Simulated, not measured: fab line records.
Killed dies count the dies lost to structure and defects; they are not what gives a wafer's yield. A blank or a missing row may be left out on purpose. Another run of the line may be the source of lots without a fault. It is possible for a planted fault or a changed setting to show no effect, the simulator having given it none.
Comparing a struck lot with a sound one ; flow sky130 ; 27 out of 708 route steps
Sound: the wafers L430.1, L430.4, L430.5. Wafers L445.1, L445.4, L445.6 were the ones struck. At the end, the cause is stated.
Per side, at each step with rows, come the tool, then ch with its chambers, and then its first start. Under that, the readings that differ: sound wafers ; struck wafers ; difference of the means ; sigmas: that difference in standard deviations of wafers without a fault.
alike: a reading whose means differ by less than 2 such deviations, as well as words and numbers matching on both sides. not compared: withheld readings; readings where some wafer has no value; bounds like >300 that might hide an equal value; numbers whose values overlap and for which the record gives no deviation.
Wherever a step has rows on one side only, a row that says differs or no value, or a row with sigmas, the two part there. Numbers that don't overlap but have no deviation are shown without sigmas and don't part them. A reading that every wafer of one side lacks parts them only if that side has two wafers or more.

first, 1 step without rows for these wafers: SKY_DNWELL_IMPLANT_07.
SKY_DNWELL_STRIP_08: strips in O2/N2.
  sound on plasma asher-03 ch 0,1, day 3 11:53; struck on plasma asher-04 ch 0,1, day 6 18:11
  alike: drypump motor current A, oes product au, strip time to endpoint s
  not compared: rf hours counter h
SKY_DNWELL_TW_MEAS_09:
  sound: film metro-01 at day 3 11:59; struck: film metro-04 at day 6 18:17
  alike: DNWELL_TW
then, 7 steps without rows for these wafers: SKY_PWDE_DEHYDRATE_00 (time 60 s); SKY_PWDE_HMDS_01 (prime time 60 s); SKY_PWDE_COAT_02 (resist thk 3000 nm); SKY_PWDE_SOFTBAKE_03; SKY_PWDE_EXPOSE_04 (exposes mask PWDEM, target cd 840 nm); SKY_PWDE_PEB_05; SKY_PWDE_DEVELOP_06 (develop time 60 s).
SKY_PWDE_OVL_MEAS_07:
  sound: overlay-01 at day 4 04:49; struck: overlay-02 at day 7 13:37
  alike: PWDE_OVL
following that, these wafers have no rows for 1 step: SKY_PWDE_IMPLANT_08.
SKY_PWDE_STRIP_09: strips in O2/N2.
  sound on plasma asher-02 ch 0,1, day 4 05:00; struck on plasma asher-04 ch 0,1, day 7 13:48
reading;sound;struck;difference;sigmas
oes product au (a.u.);0.722 0.720 0.716;0.967 0.961 0.965;+0.245;+52
strip time to endpoint s (s);36.87 36.99 36.89;- - -;no value on the struck wafers;
model.coat_of_PWDE_COAT_02.thk nm (nm);0 0 0;654.5 654.2 652.5;+653.7;
  alike: drypump motor current A
  not compared: rf hours counter h
SKY_PWDE_TW_MEAS_10:
  sound: film metro-04 at day 4 05:06; struck: film metro-03 at day 7 13:54
reading;sound;struck;difference;sigmas
PWDE_TW;373.2 374.1 373.5;369.6 366.9 369.8;-4.8;-2
then, 7 steps without rows for these wafers: SKY_NWELL_DEHYDRATE_03 (time 60 s); SKY_NWELL_HMDS_04 (prime time 60 s); SKY_NWELL_COAT_05 (resist thk 3000 nm); SKY_NWELL_SOFTBAKE_06; SKY_NWELL_EXPOSE_07 (exposes mask NWM, target cd 840 nm); SKY_NWELL_PEB_08; SKY_NWELL_DEVELOP_09 (develop time 60 s).
SKY_NWELL_OVL_MEAS_10:
  sound: overlay-02 at day 4 21:17; struck: overlay-02 at day 8 09:59
  alike: NWELL_00_OVL
then, 3 steps without rows for these wafers: SKY_NWELL_IMPLANT_11; SKY_NWELL_IMPLANT_12; SKY_NWELL_IMPLANT_13.
SKY_NWELL_STRIP_14: strips in O2/N2.
  sound on plasma asher-03 ch 0,1, day 4 21:47; struck on plasma asher-01 ch 0,1, day 8 10:28
reading;sound;struck;difference;sigmas
strip time to endpoint s (s);36.81 36.81 36.90;46.43 46.68 46.55;+9.71;+97
  alike: drypump motor current A, oes product au
  not compared: rf hours counter h
SKY_NWELL_TW_MEAS_15:
  sound: film metro-01 at day 4 21:53; struck: film metro-01 at day 8 10:48
reading;sound;struck;difference;sigmas
NWELL_TW;1824 1830 1835;1674 1664 1674;-159;-11
  not compared: hold

WHERE THEY PART
Earliest at SKY_PWDE_STRIP_09; latest, in this record, at SKY_NWELL_TW_MEAS_15.

WHY: what had been put in by the simulator
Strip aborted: plasma asher-04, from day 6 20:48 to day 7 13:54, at SKY_PWDE_STRIP_09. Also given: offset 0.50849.
